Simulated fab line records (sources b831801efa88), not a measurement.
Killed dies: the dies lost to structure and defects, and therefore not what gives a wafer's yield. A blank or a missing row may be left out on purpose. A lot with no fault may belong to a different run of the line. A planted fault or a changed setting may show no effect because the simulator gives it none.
Matching of chambers    flow gf180mcu    GF_V2_CVD_02 on pecvd-03: 3 sister chambers
The step deposits SiO2 from TEOS, target thk 850 nm, time 94.851 s. 3 wafers are shown with their chamber, then 9 later ones without.

== EACH WAFER AND ITS CHAMBER ==
wafer   chamber  heaterPowerW (W)
L089.1  1        610
L089.4  2        656
L089.5  0        710

== WAFERS WHOSE CHAMBER IS MISSING ==
wafer   heaterPowerW (W)
L094.1  683
L094.3  736
L094.4  534
L096.2  677
L096.3  731
L096.5  650
L095.1  700
L095.5  713
L095.6  704

== EACH ONE'S CHAMBER ==
wafer   from the rows above           in truth
L094.1  can't be placed: 0 or 2 or 1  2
L094.3  can't be placed: 0 or 2       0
L094.4  can't be placed: 1 or 2       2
L096.2  can't be placed: 2 or 0 or 1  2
L096.3  can't be placed: 0 or 2       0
L096.5  can't be placed: 2 or 1 or 0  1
L095.1  can't be placed: 0 or 2       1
L095.5  can't be placed: 0 or 2       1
L095.6  can't be placed: 0 or 2       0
Correctly placed: 0 of 9. Not placeable from these rows: 9 (in 7, the candidates include the true chamber). Placed wrongly: 0.
How it was worked out, from the rows above alone: a wafer's distance from a chamber is the root of the sum, over the readings, of the square of ((its reading less the chamber's mean) divided by the reading's scatter). The wafer belongs to the nearest chamber; if the next one is less than 2 further off, it can't be placed. Each chamber's mean is taken over the wafers shown for it. The scatter (one wafer shown for each chamber): square how far every hidden wafer sits from the nearest shown wafer, average those squares and take the square root.
